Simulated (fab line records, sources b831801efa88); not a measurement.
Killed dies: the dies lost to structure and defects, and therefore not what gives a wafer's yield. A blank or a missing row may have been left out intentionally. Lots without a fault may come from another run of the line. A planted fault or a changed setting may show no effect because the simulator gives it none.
A struck lot beside a sound one ; flow sky130 ; 43 out of 708 route steps
Sound: wafers L350.4, L350.5, L350.6. Wafers L361.1, L361.5, L361.6 were the ones struck. The cause is named last.
Order at every step that has rows: each side's tool, ch and its chambers, its first start. Under that, the readings that differ: sound wafers ; struck wafers ; difference of the means ; sigmas: that difference in standard deviations of wafers without a fault.
alike: a reading whose means differ by less than 2 such deviations, as well as words and numbers matching on both sides. not compared: withheld readings; readings where some wafer has no value; bounds like >300 that might hide an equal value; numbers whose values overlap and for which the record gives no deviation.
Wherever a step has rows on one side only, a row that says differs or no value, or a row with sigmas, the two part there. Non-overlapping numbers with no deviation appear without sigmas and do not part them. A reading missing from all wafers of one side parts the sides only when that side holds two or more wafers.

SKY_CAPM_RS_MEAS_03: a four-point-probe measurement.
  sound on film metro-03 at day 37 09:47; struck on film metro-04 at day 40 21:11
  alike: CAPM_TIN_RS
SKY_CAPM_THK_MEAS_04: measures by xrf.
  sound on film metro-03 at day 37 09:52; struck on film metro-04 at day 40 21:18
  alike: CAPM_TIN_THK
then, 7 steps without rows for these wafers: SKY_CAPM_DEHYDRATE_05 (time 60 s); SKY_CAPM_HMDS_06 (prime time 60 s); SKY_CAPM_COAT_07 (resist thk 1140 nm); SKY_CAPM_SOFTBAKE_08 (time 60 s); SKY_CAPM_EXPOSE_09 (exposes mask CAPM, target cd 1000 nm); SKY_CAPM_PEB_10; SKY_CAPM_DEVELOP_11 (develop time 60 s).
SKY_CAPM_OVL_MEAS_12:
  sound on overlay-02 at day 38 10:52; struck on overlay-02 at day 41 21:02
  alike: CAPM_OVL
SKY_CAPM_METAL_ETCH_13: etches TiN in Cl2/BCl3, stops on SiO2, target depth 220 nm, time 62.9 s.
  sound on rie metal-04 ch 0,1, day 38 10:55; struck on rie metal-02 ch 0,1, day 41 21:04
  alike: drypump motor current A, oes product au, throttle valve pct
  not compared: rf hours counter h
SKY_CAPM_STRIP_14: strips in O2/N2.
  sound on plasma asher-01 ch 0,1, day 38 11:00; struck on plasma asher-02 ch 0,1, day 41 21:08
reading;sound;struck;difference;sigmas
drypump motor current A (A);6.6 6.7 5.8;5.0 6.1 5.0;-1.0;-2
  alike: o2 flow sccm, oes product au, strip time to endpoint s
  not compared: rf hours counter h
SKY_CAPM_STRIP_15: strips in post etch residue remover, time 1200 s.
  sound on wet bench-01 ch 2, day 38 11:04; struck on wet bench-02 ch 3, day 41 21:14
  alike: temp c
then, 10 steps without rows for these wafers: SKY_CAPM_CLEAN_16 (cleans in IPA, time 180 s); SKY_CAPM_CLEAN_17 (cleans in O3/DIW); SKY_METAL3_DEHYDRATE_05 (time 60 s); SKY_METAL3_HMDS_06 (prime time 60 s); SKY_METAL3_COAT_07 (resist thk 60 nm); SKY_METAL3_COAT_08 (resist thk 1140 nm); SKY_METAL3_SOFTBAKE_09 (time 90 s); SKY_METAL3_EXPOSE_10 (exposes mask MM3, target cd 300 nm); SKY_METAL3_PEB_11; SKY_METAL3_DEVELOP_12 (develop time 60 s).
SKY_METAL3_CD_MEAS_13 targets a cd of 300 nm.
  sound on cd sem-01 at day 39 11:51; struck on cd sem-01 at day 42 20:55
  alike: cd nm
SKY_METAL3_OVL_MEAS_14:
  sound on overlay-01 at day 39 11:56; struck on overlay-02 at day 42 21:02
  alike: METAL3_OVL
SKY_METAL3_DESCUM_15: chemistry O2, time 8 s.
  sound on rie metal-02 ch 0,1, day 39 11:58; struck on rie metal-03 ch 1, day 42 21:05
  alike: drypump motor current A, oes product au, temp c
  not compared: rf hours counter h
then, 1 step without rows for these wafers: SKY_METAL3_ETCH_16 (etches BARC in N2/H2, stops on SiO2, time 88.2 s, target depth 60 nm).
SKY_METAL3_ETCH_17: etches SiO2 in C4F8/O2/Ar, stops on TiN, time 3.9 s, target depth 15 nm.
  sound on rie diel-03 ch 1,2, day 39 12:05; struck on rie diel-02 ch 0,3, day 42 21:20
  alike: oes product au
  not compared: rf hours counter h
then, 1 step without rows for these wafers: SKY_METAL3_METAL_ETCH_18 (etches the open film in Cl2/BCl3, stops on SiO2, target depth 845 nm, time 183.1 s).
SKY_METAL3_STRIP_19: strips in O2/N2.
  sound on plasma asher-02 ch 0,1, day 39 12:19; struck on plasma asher-02 ch 0,1, day 42 21:32
  alike: drypump motor current A, o2 flow sccm, oes product au, strip time to endpoint s
  not compared: rf hours counter h
then, 4 steps without rows for these wafers: SKY_METAL3_STRIP_20 (strips in post etch residue remover, time 1200 s); SKY_METAL3_CLEAN_21 (cleans in IPA, time 180 s); SKY_METAL3_CLEAN_22 (cleans in O3/DIW); SKY_VIA3_HDPCVD_00 (deposits SiO2, target thk 1635 nm, time 272.5 s).
SKY_VIA3_THK_MEAS_01:
  sound on film metro-01 at day 39 13:08; struck on film metro-03 at day 42 22:20
  alike: VIA3_HDPCVD_THK
then, 1 step without rows for these wafers: SKY_VIA3_CMP_02 (polishes SiO2).
SKY_VIA3_BOW_MEAS_03:
  sound on film metro-03 at day 39 13:33; struck on film metro-01 at day 42 22:41
reading;sound;struck;difference;sigmas
VIA3_BOW (um);70 67 68;96 89 99;+26;+3
then, 5 steps without rows for these wafers: SKY_VIA3_DEHYDRATE_04 (time 60 s); SKY_VIA3_HMDS_05 (prime time 60 s); SKY_VIA3_COAT_06 (resist thk 60 nm); SKY_VIA3_COAT_07 (resist thk 450 nm); SKY_VIA3_SOFTBAKE_08 (time 90 s).
-- the record jumps here: 6 days lie between the struck wafers' starts before and after (it left off in module VIA3 and takes up again in module PAD_OPEN, whose first step shown is number 708 of the route) --
SKY_PAD_OPEN_PROBE_99:
  sound on prober-01 at day 46 17:26; struck on prober-01 at day 49 09:04
reading;sound;struck;difference;sigmas
hold;- - -;await dispo/5.6h/release await dispo/5.6h/release await dispo/5.6h/release;no value on the sound wafers;
defect limited yield (%);82.9 83.9 85.0;78.3 75.6 77.6;-6.8;-3
killed at other;0 0 0;31 24 25;+27;+49
killed dies;84 79 74;107 120 110;+33;+3
sort_bin_3_pad_short (%);0.6 1.6 1.4;3.3 2.2 3.0;+1.6;+4
sort_bin_5_function (%);8.9 9.1 6.9;13.0 15.4 13.2;+5.6;+4
sort n pass;408 413 418;385 372 382;-33;-3
sort yield pct (%);82.9 83.9 85.0;78.3 75.6 77.6;-6.8;-3
model.etest.tester.sort n pass;408 413 418;385 372 382;-33;
model.etest.tester.sort yield pct (%);82.93 83.94 84.96;78.25 75.61 77.64;-6.78;
model.etest.tester.sort_bin_5_pct (%);8.943 9.146 6.911;13.01 15.45 13.21;+5.56;
model.etest.tester.sort_bin_3_pct (%);0.6098 1.626 1.423;3.252 2.236 3.049;+1.626;
  alike: killed_at_M0_to_M3, killed_at_M4_up, killed at contacts, killed at front end, killed open, killed short, sort_bin_6_memory

## WHERE THEY PART
Earliest at SKY_CAPM_STRIP_14; latest, in this record, at SKY_PAD_OPEN_PROBE_99.

WHY: what the simulator had put in
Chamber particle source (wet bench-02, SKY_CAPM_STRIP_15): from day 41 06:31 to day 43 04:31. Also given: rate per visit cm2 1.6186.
